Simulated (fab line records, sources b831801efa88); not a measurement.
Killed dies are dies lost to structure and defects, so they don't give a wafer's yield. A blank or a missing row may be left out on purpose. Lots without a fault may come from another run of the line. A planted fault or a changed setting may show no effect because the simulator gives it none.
Which tool did it? | flow sfq_line | 14 lots, 42 wafers sampled, at 1 step of a route of 325

WHAT THE GAUGES READ, wafer by wafer
The record holds no reading of a measuring or inspecting step that can be judged against a usual standard deviation.

WHICH TOOL RAN EACH LOT (tool, then ch and the chambers of the sampled wafers, then the start)
lot  | SFQ_TRILAYER_M6_LITHO_PEB_162
L403 | litho_track-04 ch 0, day 67 14:40
L404 | litho_track-03 ch 0, day 70 11:13
L405 | litho_track-02 ch 0, day 70 15:58
L406 | litho_track-02 ch 0, day 73 15:48
L407 | litho_track-03 ch 0, day 73 17:03
L408 | litho_track-03 ch 0, day 80 01:58
L410 | litho_track-04 ch 0, day 80 06:48
L411 | litho_track-04 ch 0, day 80 16:22
L412 | litho_track-02 ch 0, day 81 05:24
L413 | litho_track-03 ch 0, day 81 06:39
L414 | litho_track-04 ch 0, day 81 10:13
L415 | litho_track-04 ch 0, day 81 13:48
L421 | litho_track-04 ch 0, day 82 11:12
L424 | litho_track-03 ch 0, day 83 14:57
- SFQ_TRILAYER_M6_LITHO_PEB_162: peb time 60 s.

WHAT THE TOOLS THEMSELVES READ (means of the sampled wafers that have a number; where no wafer has one, the mark that the record gives instead)
SFQ_TRILAYER_M6_LITHO_PEB_162.
lot  | tool           | heater_power_total_W (W)
L403 | litho_track-04 | 79.14
L404 | litho_track-03 | 79.11
L405 | litho_track-02 | 79.15
L406 | litho_track-02 | 79.18
L407 | litho_track-03 | 79.09
L408 | litho_track-03 | 79.16
L410 | litho_track-04 | 79.10
L411 | litho_track-04 | 79.15
L412 | litho_track-02 | 79.14
L413 | litho_track-03 | 79.15
L414 | litho_track-04 | 79.13
L415 | litho_track-04 | 80.37
L421 | litho_track-04 | 81.56
L424 | litho_track-03 | 79.10

THE ANSWER, worked out from the rows above alone
Rule: what is usual is taken from the lots themselves. Put in order of their means at a reading, lots are off if they are a third of the lots or fewer, leave a main group of 4 or more, and stand apart from it by a gap of 3 or more times the standard deviation of the main group's means; of several such gaps the widest counts. A main group whose means are all the same, to the digits that the tables above print for the reading, isn't used. A lot without any number at a reading at which 4 lots or more have one is off too. The other lots that the step has rows for count as sound. The gauges are gone through in route order, then the tools' own readings, and for those a lot's mean is taken as printed above. The first step at which some lot is off is used, and at that step the reading that is off furthest; a lot without a number counts as furthest.
Off: L415, L421, at SFQ_TRILAYER_M6_LITHO_PEB_162 (heater_power_total_W). The main group: mean 79.13 W, standard deviation 0.027.
A tool fits if, at that step or a process step before it, it ran every lot that is off, and no sound lot after the first of them. One fits: litho_track-04 at SFQ_TRILAYER_M6_LITHO_PEB_162. Its last sound lot is L414 (day 81 10:13), its first lot that is off L415 (day 81 13:48): a fault that began between those two fits.
The tool's own readings at SFQ_TRILAYER_M6_LITHO_PEB_162 bear it out: on the lots that are off they differ by more than 5 times the standard deviation of the sound lots' means. heater_power_total_W reads 80.97 W there against 79.13 W on the sound lots.

WHAT THE SIMULATOR HAD PUT IN
Process parameter drift: litho_track-04, from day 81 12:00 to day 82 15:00, at SFQ_TRILAYER_M6_LITHO_PEB_162. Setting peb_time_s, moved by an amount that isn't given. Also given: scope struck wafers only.
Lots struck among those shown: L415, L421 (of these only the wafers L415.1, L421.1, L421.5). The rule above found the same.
